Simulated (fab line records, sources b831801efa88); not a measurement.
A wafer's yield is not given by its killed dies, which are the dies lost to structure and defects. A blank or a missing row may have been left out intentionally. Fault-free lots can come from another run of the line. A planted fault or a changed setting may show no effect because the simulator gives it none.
fab line records	flow sky130
[record] lots = 24	wafers = 72	last_day = 50
route steps=708 shown CAPM@549 METAL3@569 VIA3@576 CAP2M@604
lots with no fault: from the same line, run without faults
start_h: start of the lot's first displayed wafer, in hours after the record's first day	wait_h: time in hours since the lot's previous step	" unchanged from the row above	L1.1+2: a row that stands for several wafers	- either no value or no given start	* or withheld: withheld	< > ~ a bound
route shown NAME@n: names a module that has steps shown in the file, with the first one's number in the route	usual: mean and standard deviation over wafers with no fault	same: alike in all rows	chamber/n: place in a boat	sites: per-site readings	_std_site: the values' standard deviation	_edge_site: mean of outer sites minus mean of inner sites	radius_mm: how far each site lies from the wafer's centre	mask NAME#n: copy n	behind: the last tool/chamber to shape the wafer	hold: what put the lot on hold/how long, in hours/how the hold closed	device: names the non-switching transistor (n, p or np)	end of line: the tests these same wafers got at the end of their route	a step given without rows: its recipe and nothing more	killed: not the wafer's yield, but the dies lost to structure and defects at the first sort	map: dies across one wafer; x = killed, . = not, _ = none there
set.NAME: the setting the step ran with; set.NAME@STEP: the setting that earlier step ran with	model.NAME: the simulator's own value behind a step, which no gauge read
a sample of lots followed through the steps of the route, with each step as a table and each wafer as a row
services: when a tool's chamber went out of use (start_h, in hours from the record's first day, below 0 if earlier), for how many hours, and the reason
[[steps]]
[step SKY_CAPM_OVL_MEAS_12]
[usual] CAPM_OVL = 0.6/1.4
lot.wafer	tool	chamber	start_h	wait_h	CAPM_OVL[nm]
L075.2	overlay-01	-	893.61	0.1	2.2
L075.5	"	-	"	"	1.0
L075.6	"	-	"	"	0.3
L077.2	overlay-01	-	909.91	0.1	1.4
L077.3	"	-	"	"	0.5
L077.5	"	-	"	"	2.2
L074.3	overlay-01	-	910.81	0.1	0.0
L074.4	"	-	"	"	-0.7
L074.5	"	-	"	"	0.7
L076.2	overlay-01	-	911.35	0.1	3.3
L076.3	"	-	"	"	2.1
L076.6	"	-	"	"	1.1
L078.1	overlay-02	-	912.84	0.1	0.2
L078.3	"	-	"	"	0.4
L078.5	"	-	"	"	0.4
L079.2	overlay-02	-	915.51	0.1	2.8
L079.3	"	-	"	"	2.0
L079.4	"	-	"	"	2.2
L080.1	overlay-01	-	920.39	0.1	0.5
L080.3	"	-	"	"	0.2
L080.6	"	-	"	"	0.7
L081.3	overlay-02	-	928.82	0.1	-2.0
L081.4	"	-	"	"	-1.0
L081.6	"	-	"	"	-1.2
L082.1	overlay-01	-	939.36	0.1	1.0
L082.2	"	-	"	"	0.9
L082.5	"	-	"	"	1.5
L084.2	overlay-02	-	950.41	0.1	0.0
L084.4	"	-	"	"	0.0
L084.6	"	-	"	"	-0.3
L083.3	overlay-02	-	950.71	0.1	-0.5
L083.4	"	-	"	"	0.5
L083.6	"	-	"	"	0.6
L085.2	overlay-02	-	953.56	0.1	1.6
L085.3	"	-	"	"	-0.8
L085.6	"	-	"	"	1.7
L086.2	overlay-01	-	976.20	0.1	0.4
L086.4	"	-	"	"	-2.5
L086.6	"	-	"	"	-1.4
L088.1	overlay-02	-	992.20	0.1	-1.5
L088.2	"	-	"	"	-1.2
L088.3	"	-	"	"	-1.0
L087.1	overlay-01	-	997.69	0.1	1.8
L087.2	"	-	"	"	2.4
L087.4	"	-	"	"	1.8
L090.1	overlay-02	-	1003.05	0.1	0.9
L090.3	"	-	"	"	1.4
L090.5	"	-	"	"	0.9
L089.2	overlay-02	-	1005.51	0.1	1.5
L089.4	"	-	"	"	0.4
L089.6	"	-	"	"	0.8
L092.1	overlay-02	-	1010.79	0.1	0.4
L092.3	"	-	"	"	-0.5
L092.4	"	-	"	"	0.9
L091.1	overlay-02	-	1013.91	0.1	1.4
L091.2	"	-	"	"	2.1
L091.4	"	-	"	"	0.2
L093.1	overlay-01	-	1017.69	0.1	-1.5
L093.3	"	-	"	"	-0.9
L093.6	"	-	"	"	-0.6
L094.2	overlay-01	-	1025.07	0.1	0.2
L094.3	"	-	"	"	0.5
L094.6	"	-	"	"	0.7
L095.3	overlay-01	-	1033.87	0.1	2.1
L095.4	"	-	"	"	2.1
L095.5	"	-	"	"	1.3
L096.1	overlay-01	-	1039.36	0.1	2.2
L096.2	"	-	"	"	3.0
L096.5	"	-	"	"	2.3
L097.1	overlay-02	-	1044.46	0.1	1.5
L097.2	"	-	"	"	-1.5
L097.6	"	-	"	"	-0.8
[step SKY_METAL3_STRIP_19]
[recipe] chemistry = O2/N2	power_w = 1400	pressure_mtorr = 1500	platen_temp_c = withheld	o2_flow_sccm = 3000	n2_flow_sccm = 300	overash_fraction = 0.5
[usual] drypump_motor_current_A = 5.5/0.45	oes_product_au = 0.501/0.006	strip_time_to_endpoint_s = 6.51/0.12
lot.wafer	tool	chamber	start_h	wait_h	drypump_motor_current_A	oes_product_au	rf_hours_counter_h	strip_time_to_endpoint_s
L075.2	plasma_asher-02	1	919.97	0.1	5.4	0.498	109	6.28
L075.5	"	1	"	"	5.4	0.493	-	6.27
L075.6	"	0	"	"	6.0	0.492	-	6.53
L077.2	plasma_asher-02	1	935.38	0.1	5.4	0.490	111	6.43
L077.3	"	1	"	"	5.4	0.513	-	6.65
L077.5	"	0	"	"	6.0	0.497	-	6.58
L074.3	plasma_asher-02	0	937.03	0.1	6.0	0.506	-	6.60
L074.4	"	1	"	"	5.4	0.502	-	6.48
L074.5	"	0	"	"	6.0	0.499	-	6.51
L076.2	plasma_asher-01	1	937.48	0.1	5.8	0.493	51	6.36
L076.3	"	0	"	"	4.9	0.503	-	6.66
L076.6	"	0	"	"	5.0	0.514	-	6.65
L078.1	plasma_asher-02	1	939.15	0.1	5.4	0.496	111	6.51
L078.3	"	1	"	"	5.4	0.498	-	6.51
L078.5	"	1	"	"	5.4	0.504	-	6.56
L079.2	plasma_asher-03	0	940.93	0.1	6.0	0.502	19	6.58
L079.3	"	1	"	"	4.9	0.504	-	6.63
L079.4	"	0	"	"	6.0	0.503	-	6.57
L080.1	plasma_asher-01	0	946.17	0.1	4.9	0.514	51	6.68
L080.3	"	1	"	"	5.8	0.513	-	6.66
L080.6	"	0	"	"	4.9	0.505	-	6.36
L081.3	plasma_asher-03	0	954.37	0.1	6.0	0.497	-	6.54
L081.4	"	1	"	"	5.0	0.499	-	6.57
L081.6	"	0	"	"	6.0	0.498	-	6.47
L082.1	plasma_asher-03	0	965.17	0.1	6.0	0.506	21	6.61
L082.2	"	1	"	"	5.0	0.489	21	6.24
L082.5	"	1	"	"	5.0	0.489	-	6.30
L084.2	plasma_asher-03	0	975.48	0.1	6.0	0.497	22	6.47
L084.4	"	1	"	"	4.9	0.501	-	6.45
L084.6	"	0	"	"	6.0	0.504	-	6.44
L083.3	plasma_asher-01	1	976.41	0.1	5.8	0.503	-	6.64
L083.4	"	0	"	"	4.9	0.503	-	6.42
L083.6	"	1	"	"	5.8	0.497	-	6.43
L085.2	plasma_asher-01	0	978.60	0.1	4.9	0.511	55	6.72
L085.3	"	0	"	"	4.9	0.494	-	6.44
L085.6	"	1	"	"	5.8	0.514	-	6.72
L086.2	plasma_asher-03	1	1001.06	0.1	5.0	0.502	25	6.41
L086.4	"	0	"	"	6.0	0.507	-	6.59
L086.6	"	1	"	"	4.9	0.501	-	6.44
L088.1	plasma_asher-02	0	1016.63	0.1	6.0	0.500	119	6.63
L088.2	"	1	"	"	5.4	0.492	119	6.30
L088.3	"	0	"	"	6.0	0.493	-	6.29
L087.1	plasma_asher-03	1	1022.43	0.1	5.0	0.496	27	6.52
L087.2	"	0	"	"	6.0	0.509	27	6.63
L087.4	"	0	"	"	6.0	0.507	-	6.53
L090.1	plasma_asher-01	0	1028.13	0.1	4.9	0.499	59	6.43
L090.3	"	0	"	"	4.9	0.503	-	6.59
L090.5	"	1	"	"	5.8	0.497	-	6.57
L089.2	plasma_asher-01	0	1029.93	0.1	4.9	0.508	59	6.61
L089.4	"	0	"	"	4.9	0.508	-	6.58
L089.6	"	1	"	"	5.8	0.493	-	6.43
L092.1	plasma_asher-01	1	1034.90	0.3	5.8	0.493	60	6.33
L092.3	"	1	"	"	5.8	0.490	-	6.41
L092.4	"	0	"	"	4.9	0.496	-	6.31
L091.1	plasma_asher-01	0	1038.00	0.1	4.9	0.503	60	6.46
L091.2	"	1	"	"	5.8	0.500	60	6.65
L091.4	"	1	"	"	5.8	0.509	-	6.49
L093.1	plasma_asher-02	0	1041.61	0.1	6.0	0.504	121	6.61
L093.3	"	1	"	"	5.4	0.500	-	6.52
L093.6	"	1	"	"	5.4	0.503	-	6.65
L094.2	plasma_asher-01	0	1049.25	0.1	4.9	0.501	61	6.54
L094.3	"	1	"	"	5.8	0.500	-	6.49
L094.6	"	1	"	"	5.8	0.506	-	6.50
L095.3	plasma_asher-03	1	1057.91	0.1	5.0	0.495	-	6.43
L095.4	"	0	"	"	6.0	0.505	-	6.54
L095.5	"	0	"	"	6.0	0.498	-	6.58
L096.1	plasma_asher-03	0	1063.65	0.1	6.0	0.498	31	6.34
L096.2	"	1	"	"	4.9	0.502	31	6.56
L096.5	"	1	"	"	4.9	0.508	-	6.55
L097.1	plasma_asher-02	0	1068.60	0.1	6.0	0.499	0	6.50
L097.2	"	1	"	"	5.4	0.499	0	6.41
L097.6	"	1	"	"	5.4	0.508	-	6.51
[step SKY_VIA3_BOW_MEAS_03]
[recipe] mode = bow
[usual] VIA3_BOW = 80/8.7
lot.wafer	tool	chamber	start_h	wait_h	VIA3_BOW[um]
L075.2	film_metro-01	-	921.13	0.1	57
L075.5	"	-	"	"	75
L075.6	"	-	"	"	74
L077.2	film_metro-02	-	936.52	0.1	82
L077.3	"	-	"	"	82
L077.5	"	-	"	"	97
L074.3	film_metro-02	-	938.16	0.2	101
L074.4	"	-	"	"	84
L074.5	"	-	"	"	90
L076.2	film_metro-02	-	938.63	0.1	79
L076.3	"	-	"	"	90
L076.6	"	-	"	"	82
L078.1	film_metro-04	-	940.28	0.2	77
L078.3	"	-	"	"	76
L078.5	"	-	"	"	82
L079.2	film_metro-02	-	942.07	0.3	84
L079.3	"	-	"	"	80
L079.4	"	-	"	"	70
L080.1	film_metro-01	-	947.29	0.2	80
L080.3	"	-	"	"	72
L080.6	"	-	"	"	72
L081.3	film_metro-04	-	955.49	0.2	102
L081.4	"	-	"	"	98
L081.6	"	-	"	"	96
L082.1	film_metro-02	-	966.64	0.1	79
L082.2	"	-	"	"	89
L082.5	"	-	"	"	83
L084.2	film_metro-04	-	976.63	0.3	74
L084.4	"	-	"	"	88
L084.6	"	-	"	"	88
L083.3	film_metro-01	-	977.54	0.1	83
L083.4	"	-	"	"	85
L083.6	"	-	"	"	88
L085.2	film_metro-01	-	979.78	0.1	69
L085.3	"	-	"	"	79
L085.6	"	-	"	"	71
L086.2	film_metro-04	-	1002.25	0.2	86
L086.4	"	-	"	"	78
L086.6	"	-	"	"	87
L088.1	film_metro-01	-	1017.82	0.1	67
L088.2	"	-	"	"	69
L088.3	"	-	"	"	75
L087.1	film_metro-04	-	1023.63	0.3	89
L087.2	"	-	"	"	79
L087.4	"	-	"	"	81
L090.1	film_metro-01	-	1029.30	0.2	85
L090.3	"	-	"	"	86
L090.5	"	-	"	"	80
L089.2	film_metro-01	-	1031.16	0.3	59
L089.4	"	-	"	"	80
L089.6	"	-	"	"	68
L092.1	film_metro-01	-	1036.02	0.1	79
L092.3	"	-	"	"	67
L092.4	"	-	"	"	74
L091.1	film_metro-01	-	1039.75	0.1	70
L091.2	"	-	"	"	70
L091.4	"	-	"	"	69
L093.1	film_metro-01	-	1043.08	0.2	83
L093.3	"	-	"	"	80
L093.6	"	-	"	"	89
L094.2	film_metro-01	-	1050.44	0.2	76
L094.3	"	-	"	"	85
L094.6	"	-	"	"	91
L095.3	film_metro-04	-	1059.14	0.2	93
L095.4	"	-	"	"	79
L095.5	"	-	"	"	82
L096.1	film_metro-01	-	1065.24	0.2	73
L096.2	"	-	"	"	83
L096.5	"	-	"	"	85
L097.1	film_metro-01	-	1069.77	0.2	65
L097.2	"	-	"	"	67
L097.6	"	-	"	"	81
[step SKY_VIA3_OVL_MEAS_13]
[usual] VIA3_OVL = 2/5.1
lot.wafer	tool	chamber	start_h	wait_h	VIA3_OVL[nm]
L075.2	overlay-02	-	946.17	0.1	1
L075.5	"	-	"	"	2
L075.6	"	-	"	"	1
L077.2	overlay-02	-	961.58	0.1	-5
L077.3	"	-	"	"	-10
L077.5	"	-	"	"	-4
L074.3	overlay-02	-	962.35	0.1	-7
L074.4	"	-	"	"	-8
L074.5	"	-	"	"	-4
L076.2	overlay-01	-	963.52	0.1	-1
L076.3	"	-	"	"	-4
L076.6	"	-	"	"	2
L078.1	overlay-02	-	965.04	0.1	10
L078.3	"	-	"	"	11
L078.5	"	-	"	"	13
L079.2	overlay-01	-	965.98	0.1	4
L079.3	"	-	"	"	3
L079.4	"	-	"	"	2
L080.1	overlay-02	-	971.86	0.1	1
L080.3	"	-	"	"	0
L080.6	"	-	"	"	-1
L081.3	overlay-02	-	979.85	0.1	5
L081.4	"	-	"	"	2
L081.6	"	-	"	"	6
L082.1	overlay-01	-	991.14	0.1	3
L082.2	"	-	"	"	5
L082.5	"	-	"	"	2
L084.2	overlay-02	-	1000.09	0.1	14
L084.4	"	-	"	"	8
L084.6	"	-	"	"	-1
L083.3	overlay-02	-	1001.25	0.1	12
L083.4	"	-	"	"	4
L083.6	"	-	"	"	7
L085.2	overlay-01	-	1003.44	0.1	-5
L085.3	"	-	"	"	-3
L085.6	"	-	"	"	-4
L086.2	overlay-02	-	1025.30	0.1	7
L086.4	"	-	"	"	5
L086.6	"	-	"	"	8
L088.1	overlay-02	-	1040.63	0.1	1
L088.2	"	-	"	"	-7
L088.3	"	-	"	"	-2
L087.1	overlay-02	-	1046.68	0.1	8
L087.2	"	-	"	"	1
L087.4	"	-	"	"	3
L090.1	overlay-01	-	1051.98	0.1	-4
L090.3	"	-	"	"	1
L090.5	"	-	"	"	1
L089.2	overlay-01	-	1054.50	0.1	6
L089.4	"	-	"	"	9
L089.6	"	-	"	"	8
L092.1	overlay-02	-	1058.13	0.1	1
L092.3	"	-	"	"	-4
L092.4	"	-	"	"	3
L091.1	overlay-02	-	1062.63	0.1	-5
L091.2	"	-	"	"	-6
L091.4	"	-	"	"	-6
L093.1	overlay-02	-	1065.66	0.1	-1
L093.3	"	-	"	"	7
L093.6	"	-	"	"	-3
L094.2	overlay-01	-	1073.09	0.1	6
L094.3	"	-	"	"	1
L094.6	"	-	"	"	8
L095.3	overlay-02	-	1081.44	0.1	3
L095.4	"	-	"	"	3
L095.5	"	-	"	"	4
L096.1	overlay-02	-	1088.08	0.1	0
L096.2	"	-	"	"	5
L096.5	"	-	"	"	-1
L097.1	overlay-01	-	1092.06	0.1	-1
L097.2	"	-	"	"	-1
L097.6	"	-	"	"	0
[step SKY_CAP2M_THK_MEAS_01]
[recipe] reads = SiO2_of_CAP2M_CVD_00
[usual] CAP2M_CVD_00_THK = 15.46/0.27
lot.wafer	tool	chamber	start_h	wait_h	CAP2M_CVD_00_THK[nm]
L075.2	film_metro-01	-	947.78	-	15.40
L075.5	"	-	"	"	15.70
L075.6	"	-	"	"	15.38
L077.2	film_metro-04	-	963.38	-	15.17
L077.3	"	-	"	"	15.37
L077.5	"	-	"	"	15.34
L074.3	film_metro-01	-	964.00	-	15.66
L074.4	"	-	"	"	15.21
L074.5	"	-	"	"	15.50
L076.2	film_metro-03	-	965.09	-	15.13
L076.3	"	-	"	"	15.04
L076.6	"	-	"	"	15.49
L078.1	film_metro-03	-	966.62	-	15.34
L078.3	"	-	"	"	15.53
L078.5	"	-	"	"	15.55
L079.2	film_metro-01	-	967.62	-	15.40
L079.3	"	-	"	"	15.27
L079.4	"	-	"	"	15.50
L080.1	film_metro-03	-	973.43	-	15.13
L080.3	"	-	"	"	15.45
L080.6	"	-	"	"	15.28
L081.3	film_metro-04	-	981.50	-	14.95
L081.4	"	-	"	"	15.54
L081.6	"	-	"	"	15.08
L082.1	film_metro-03	-	992.71	-	15.04
L082.2	"	-	"	"	15.28
L082.5	"	-	"	"	15.38
L084.2	film_metro-03	-	1001.76	-	15.11
L084.4	"	-	"	"	15.62
L084.6	"	-	"	"	15.46
L083.3	film_metro-03	-	1002.92	-	15.76
L083.4	"	-	"	"	15.87
L083.6	"	-	"	"	15.54
L085.2	film_metro-04	-	1005.02	-	15.54
L085.3	"	-	"	"	15.21
L085.6	"	-	"	"	15.51
L086.2	film_metro-03	-	1026.89	-	15.26
L086.4	"	-	"	"	15.63
L086.6	"	-	"	"	15.44
L088.1	film_metro-04	-	1042.24	-	15.65
L088.2	"	-	"	"	15.37
L088.3	"	-	"	"	15.08
L087.1	film_metro-01	-	1048.55	-	15.32
L087.2	"	-	"	"	15.54
L087.4	"	-	"	"	15.61
L090.1	film_metro-04	-	1053.56	-	15.15
L090.3	"	-	"	"	15.45
L090.5	"	-	"	"	15.28
L089.2	film_metro-03	-	1056.07	-	15.31
L089.4	"	-	"	"	15.73
L089.6	"	-	"	"	15.80
L092.1	film_metro-01	-	1059.71	-	15.99
L092.3	"	-	"	"	15.78
L092.4	"	-	"	"	15.28
L091.1	film_metro-01	-	1064.47	-	15.39
L091.2	"	-	"	"	14.91
L091.4	"	-	"	"	15.07
L093.1	film_metro-03	-	1067.25	-	15.46
L093.3	"	-	"	"	15.25
L093.6	"	-	"	"	15.65
L094.2	film_metro-04	-	1074.66	-	15.53
L094.3	"	-	"	"	15.94
L094.6	"	-	"	"	15.82
L095.3	film_metro-03	-	1083.27	-	15.28
L095.4	"	-	"	"	15.91
L095.5	"	-	"	"	15.42
L096.1	film_metro-03	-	1089.65	-	15.16
L096.2	"	-	"	"	15.80
L096.5	"	-	"	"	15.95
L097.1	film_metro-04	-	1093.64	-	15.21
L097.2	"	-	"	"	15.72
L097.6	"	-	"	"	15.92
[step SKY_CAP2M_STRIP_14]
[recipe] chemistry = O2/N2	power_w = 1400	pressure_mtorr = 1500	platen_temp_c = withheld	o2_flow_sccm = 3000	n2_flow_sccm = 300	overash_fraction = 0.5
[usual] drypump_motor_current_A = 5.5/0.42	oes_product_au = 0.710/0.0045	strip_time_to_endpoint_s = 12.66/0.057
lot.wafer	tool	chamber	start_h	wait_h	drypump_motor_current_A	oes_product_au	rf_hours_counter_h	strip_time_to_endpoint_s
L075.2	plasma_asher-04	1	971.86	0.1	5.1	0.712	82	12.65
L075.5	"	0	"	"	5.7	0.714	-	12.76
L075.6	"	1	"	"	5.1	0.711	-	12.62
L077.2	plasma_asher-02	0	988.09	0.1	6.0	0.707	116	12.68
L077.3	"	0	"	"	6.0	0.711	-	12.70
L077.5	"	1	"	"	5.4	0.711	-	12.69
L074.3	plasma_asher-03	0	988.35	0.1	6.0	0.706	-	12.65
L074.4	"	1	"	"	5.0	0.710	-	12.78
L074.5	"	1	"	"	5.0	0.711	-	12.68
L076.2	plasma_asher-03	0	989.05	0.1	6.0	0.712	23	12.76
L076.3	"	0	"	"	6.0	0.710	-	12.68
L076.6	"	1	"	"	5.0	0.704	-	12.75
L078.1	plasma_asher-02	0	990.43	0.1	6.0	0.708	116	12.65
L078.3	"	0	"	"	6.0	0.700	-	12.61
L078.5	"	0	"	"	6.0	0.716	-	12.76
L079.2	plasma_asher-03	0	991.17	0.1	6.0	0.712	23	12.61
L079.3	"	0	"	"	6.0	0.714	-	12.61
L079.4	"	1	"	"	5.0	0.705	-	12.68
L080.1	plasma_asher-02	1	997.35	0.1	5.4	0.712	117	12.70
L080.3	"	1	"	"	5.4	0.696	-	12.71
L080.6	"	0	"	"	6.0	0.710	-	12.65
L081.3	plasma_asher-02	1	1005.52	0.1	5.4	0.718	-	12.82
L081.4	"	0	"	"	6.0	0.710	-	12.72
L081.6	"	0	"	"	6.0	0.708	-	12.81
L082.1	plasma_asher-03	1	1016.33	0.1	5.0	0.711	26	12.58
L082.2	"	0	"	"	6.0	0.710	26	12.63
L082.5	"	0	"	"	6.0	0.710	-	12.73
L084.2	plasma_asher-03	0	1024.57	0.1	6.0	0.705	27	12.69
L084.4	"	1	"	"	4.9	0.710	-	12.66
L084.6	"	1	"	"	5.0	0.712	-	12.70
L083.3	plasma_asher-04	1	1026.71	0.1	5.1	0.717	-	12.74
L083.4	"	0	"	"	5.7	0.716	-	12.68
L083.6	"	1	"	"	5.1	0.708	-	12.71
L085.2	plasma_asher-03	1	1028.73	0.1	5.0	0.708	27	12.64
L085.3	"	0	"	"	6.0	0.711	-	12.64
L085.6	"	1	"	"	5.0	0.715	-	12.74
L086.2	plasma_asher-03	1	1049.72	0.1	4.9	0.715	29	12.62
L086.4	"	0	"	"	6.0	0.710	-	12.59
L086.6	"	1	"	"	5.0	0.716	-	12.63
L088.1	plasma_asher-04	0	1064.98	0.1	5.7	0.713	91	12.54
L088.2	"	1	"	"	5.1	0.710	91	12.60
L088.3	"	0	"	"	5.7	0.711	-	12.56
L087.1	plasma_asher-04	1	1070.28	0.1	5.0	0.711	92	12.62
L087.2	"	0	"	"	5.7	0.708	92	12.63
L087.4	"	0	"	"	5.6	0.710	-	12.52
L090.1	plasma_asher-04	1	1075.72	0.1	5.1	0.710	92	12.61
L090.3	"	1	"	"	5.0	0.710	-	12.65
L090.5	"	1	"	"	5.1	0.704	-	12.59
L089.2	plasma_asher-03	1	1078.27	0.1	5.0	0.710	32	12.61
L089.4	"	0	"	"	6.0	0.713	-	12.66
L089.6	"	0	"	"	6.0	0.718	-	12.62
L092.1	plasma_asher-02	1	1081.48	0.1	5.4	0.711	2	12.66
L092.3	"	1	"	"	5.4	0.716	-	12.61
L092.4	"	0	"	"	6.0	0.704	-	12.70
L091.1	plasma_asher-02	0	1086.47	0.1	6.0	0.706	2	12.68
L091.2	"	1	"	"	5.4	0.708	2	12.64
L091.4	"	0	"	"	6.0	0.711	-	12.64
L093.1	plasma_asher-03	1	1088.87	0.1	5.0	0.707	33	12.62
L093.3	"	0	"	"	6.0	0.710	-	12.61
L093.6	"	1	"	"	5.0	0.708	-	12.63
L094.2	plasma_asher-02	0	1096.77	0.1	6.0	0.713	3	12.63
L094.3	"	0	"	"	6.0	0.711	-	12.68
L094.6	"	1	"	"	5.4	0.702	-	12.69
L095.3	plasma_asher-02	1	1105.51	0.1	5.4	0.710	-	12.60
L095.4	"	0	"	"	6.0	0.714	-	12.65
L095.5	"	0	"	"	6.0	0.712	-	12.60
L096.1	plasma_asher-04	1	1111.12	0.1	5.1	0.701	96	12.63
L096.2	"	0	"	"	5.7	0.705	96	12.68
L096.5	"	1	"	"	5.1	0.708	-	12.68
L097.1	plasma_asher-03	0	1114.67	0.1	6.0	0.708	36	12.62
L097.2	"	1	"	"	5.0	0.716	36	12.65
L097.6	"	1	"	"	5.0	0.714	-	12.59
[[services]]
tool	chamber	start_h	hours	kind
plasma_asher-01	-	909.16	2.8	pm
plasma_asher-02	-	981.88	1.0	repair
plasma_asher-04	-	990.52	1.8	repair
plasma_asher-02	-	1035.77	0.6	repair
plasma_asher-02	-	1055.25	9.0	pm
plasma_asher-02	0	1055.25	9.0	vent_cycle
plasma_asher-02	1	1055.25	9.0	vent_cycle
plasma_asher-02	0	1064.25	-	clean
plasma_asher-02	1	1064.25	-	clean
plasma_asher-01	-	1103.47	2.3	repair
[[key]]
fault none
